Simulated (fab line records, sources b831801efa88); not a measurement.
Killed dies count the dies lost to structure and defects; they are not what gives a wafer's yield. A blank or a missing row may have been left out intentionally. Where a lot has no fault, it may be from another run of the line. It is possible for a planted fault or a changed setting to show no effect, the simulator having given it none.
Problem report in the 8D (eight disciplines) form, filled by code | flow sky130 | the parts of the form that need people (team, actions taken, sign-off) are left out

== 1. THE PROBLEM ==
Wafers without a fault read 89.15 s, standard deviation 0.16; runLengthS at SKY_PAD_OPEN_DEHYDRATE_00 reads a mean of 94.89 s on 6 wafers belonging to 2 lots. That is +36 standard deviations from the usual mean.
The step: time 60 s.
First observed at day 48 22:13: wafer L600.1, on lithoTrack-01. The record has a number at this step for 36 wafers belonging to 12 lots. Rule for "out" (also "out of limits"): further than 4 standard deviations from the usual mean. All remaining wafers that have a number are taken as sound.

== 2. WHAT IT IS AND WHAT IT IS NOT ==
question                    | is                     | is not
which readings at this step | runLengthS             | heaterPowerTotalW
which lots                  | L600, L603             | L586, L587, L588, L589, L590, L593, L594, L595, L596, L607
which wafers of those lots  | all that have a number | -
read on which tools         | lithoTrack-01          | lithoTrack-02, lithoTrack-04
when                        | from day 48 22:13      | up to then (27 sound wafers); but 3 sound wafers of L607 came after

== 3. SUSPECTS, AND WHAT RULES EACH OUT ==
Counting: a tool stays on the suspect list if, at a process step up to the reading, it processed all lots that are out and no sound lot following the first of them.
- rieDiel-04 at SKY_METAL3_ETCH_17 (etches SiO2 in C4F8/O2/Ar, stops on TiN, time 3.9 s, target depth 15 nm): kept. It processed each lot that is out, first L600 at day 43 02:09, and no sound lot thereafter; up to then, the last sound lot it processed was L596 at day 42 06:37.
- cmp-02 at SKY_VIA4_CMP_02 (polishes SiO2): ruled out as a lasting fault. The sound lots L607 went through it after L600, its earliest lot that is out (day 46 00:28).
- lithoTrack-01 at SKY_PAD_OPEN_DEHYDRATE_00 (time 60 s): kept. It processed each lot that is out, first L600 at day 48 22:13, and no sound lot thereafter; up to then, the last sound lot it processed was L595 at day 47 19:50. Its own runLengthS readings are out on those wafers.
The count leaves lithoTrack-01 at SKY_PAD_OPEN_DEHYDRATE_00 and rieDiel-04 at SKY_METAL3_ETCH_17.

== 4. THE CAUSE (what the simulator had put in) ==
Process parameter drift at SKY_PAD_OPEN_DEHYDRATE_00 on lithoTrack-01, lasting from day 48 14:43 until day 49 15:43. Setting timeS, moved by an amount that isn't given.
After counting, 2 suspects remain, this tool included.

== 5. SEQUENCE OF EFFECTS, ordered by route ==
Each row: a reading where the mean over the struck wafers with a number is more than 3 standard deviations away from the usual. Only readings for which the record gives a usual standard deviation are gone through. hours: the time from each lot's start at the first step in this table that gives one to its start at this step, as a median over the lots. sigmas: the change in usual standard deviations.
hours | step                      | reading    | usual   | on struck wafers | change | sigmas
0     | SKY_PAD_OPEN_DEHYDRATE_00 | runLengthS | 89.15 s | 94.89            | +5.74  | +36
Its process steps:
- SKY_PAD_OPEN_DEHYDRATE_00: time 60 s.

== 6. HOW IT WOULD HAVE BEEN CAUGHT EARLIER ==
In this record the first reading out of limits was taken at day 48 22:13, 8 hours after the fault began at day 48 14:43.
